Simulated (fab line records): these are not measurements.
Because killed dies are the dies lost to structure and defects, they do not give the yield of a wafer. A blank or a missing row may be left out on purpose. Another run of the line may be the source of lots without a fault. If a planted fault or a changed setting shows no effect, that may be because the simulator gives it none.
Struck lot and sound lot, side by side    flow sky130    15 out of 708 route steps
Sound: the wafers L207.2, L207.4, L207.6. Wafers L199.1, L199.4, L199.5 were the ones struck. The cause is given at the end.
For every step that has rows: the tool of each side, followed by ch and its chambers, followed by its first start. Under that, the readings that differ: sound wafers    struck wafers    difference of the means    sigmas: that difference in standard deviations of wafers without a fault.
alike: readings with means less than 2 such deviations apart, plus words and numbers identical on both sides. not compared: withheld readings, readings lacking a value on some wafer, bounds such as >300 that could conceal the same value, and numbers that have no deviation in the record and whose values overlap.
Wherever a step has rows on one side only, a row that says differs or no value, or a row with sigmas, the two part there. When numbers do not overlap yet have no deviation, they are printed without sigmas and do not part them. A reading missing from all wafers of one side parts the sides only when that side holds two or more wafers.

first, 6 steps without rows for these wafers: SKY_GATE_OXIDE_HMDS_04 (prime time 60 s); SKY_GATE_OXIDE_COAT_05 (resist thk 1140 nm); SKY_GATE_OXIDE_SOFTBAKE_06 (time 60 s); SKY_GATE_OXIDE_EXPOSE_07 (exposes mask LVOM, target cd 600 nm); SKY_GATE_OXIDE_PEB_08; SKY_GATE_OXIDE_DEVELOP_09 (develop time 60 s).
SKY_GATE_OXIDE_OVL_MEAS_10:
  struck on overlay-02, day 17 18:37; sound on overlay-01, day 20 13:43
  alike: GATE_OXIDE_OVL
then, 2 steps without rows for these wafers: SKY_GATE_OXIDE_IMPLANT_11; SKY_GATE_OXIDE_WET_ETCH_12 (etches SiO2 in dHF, target depth 16.8 nm, time 336 s).
SKY_GATE_OXIDE_STRIP_13: strips in O2/N2.
  sound on plasma_asher-01 ch 0,1, day 20 14:00; struck on plasma_asher-04 ch 0, day 17 18:54
  alike: drypump_motor_current_A, oes_product_au, strip_time_to_endpoint_s
  not compared: rf_hours_counter_h
SKY_GATE_OXIDE_TW_MEAS_14:
  struck on film_metro-03, day 17 19:00; sound on film_metro-03, day 20 14:07
  alike: GATE_OXIDE_TW
then, 1 step without rows for these wafers: SKY_GATE_OXIDE_CLEAN_15 (cleans in SC1/SC2, time 150 s).
SKY_GATE_OXIDE_OXIDATION_16: stabilise 600 s, purge 300 s, target thk 3.57 nm.
  sound on furnace-02 ch 0, day 20 15:02; struck on furnace-01 ch 0, day 17 20:56
reading                                            sound                 struck               difference  sigmas
spike_tc_bottom_C (C)                              821.1 823.5 823.2     839.6 840.9 837.8    +16.8       +8
spike_tc_centre_C (C)                              800.0 799.0 799.5     818.1 820.6 819.9    +20.0       +22
spike_tc_lower_C (C)                               798.7 800.1 799.2     819.0 819.2 818.8    +19.7       +20
spike_tc_top_C (C)                                 813.2 812.9 814.3     839.4 840.9 839.8    +26.6       +9
spike_tc_upper_C (C)                               802.7 800.4 805.7     819.0 819.2 819.7    +16.4       +10
tube_center_temp_C (C)                             799.93 799.95 799.97  820.34 820.3 820.51  +20.43      +99 or more
tube_center_temp_C_max                             801.9 802.4 802.9     822.4 822.0 822.4    +19.9       +57
zone_power_bottom_pct (%)                          24.0 23.5 23.9        25.2 25.5 25.8       +1.7        +5
zone_power_lower_pct (%)                           16.72 16.94 16.85     18.02 18.32 18.33    +1.39       +7
model.SiO2_of_GATE_OXIDE_OXIDATION_01.thk_nm (nm)  11.04 11.18 11.21     12.58 12.51 12.61    +1.42       
then, 1 step without rows for these wafers: SKY_POLY_GATE_CVD_00 (deposits poly-Si, target thk 180 nm, time 720 s).
-- the record jumps here: 31 days lie between the struck wafers' starts before and after (it left off in module POLY_GATE and takes up again in module PAD_OPEN, whose first step shown is number 708 of the route) --
SKY_PAD_OPEN_PROBE_99:
  struck on prober-02, day 48 21:41; sound on prober-02, day 50 09:08
reading                                    sound              struck                                                                      difference                    sigmas
hold                                       - - -              await_dispo/4.0h/release await_dispo/4.0h/release await_dispo/4.0h/release  no value on the sound wafers  
model.etest.pfet_01v8.r_on_ohm_um          2881 2904 2874     3228 3118 3180                                                              +289                          
model.etest.tip_sonos.rs_ohm_sq            2585 2597 2586     2912 2889 2953                                                              +329                          
model.etest.pfet_g5v0d10v5.r_on_ohm_um     4716 4740 4749     5038 4986 5035                                                              +285                          
model.etest.nfet_01v8.r_on_ohm_um          805.7 832 813.5    958.8 968.1 967.3                                                           +147.7                        
model.etest.nfet_01v8_lvt.drive_ua_um      604.9 585 592.9    477.9 470 475.7                                                             -119.7                        
model.etest.nfet_01v8.drive_ua_um          530.5 511.3 513.6  413.7 408 408.5                                                             -108.4                        
model.etest.nfet_01v8_swapped.drive_ua_um  535 516.7 519.8    408.8 405.4 408.2                                                           -116.4                        
model.etest.nfet_01v8_turned.drive_ua_um   527.5 515.2 519.4  410.4 403.9 405.6                                                           -114.1                        
  alike: killed_at_M0_to_M3, killed_at_M4_up, killed_at_contacts, killed_at_front_end, killed_at_other, killed_dies, killed_open, killed_short

== WHERE THEY PART ==
Last at SKY_PAD_OPEN_PROBE_99 as far as this record goes, first at SKY_GATE_OXIDE_OXIDATION_16.

WHY: what had been put in by the simulator
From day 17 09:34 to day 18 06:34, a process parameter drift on furnace-01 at SKY_GATE_OXIDE_OXIDATION_16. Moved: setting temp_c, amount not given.
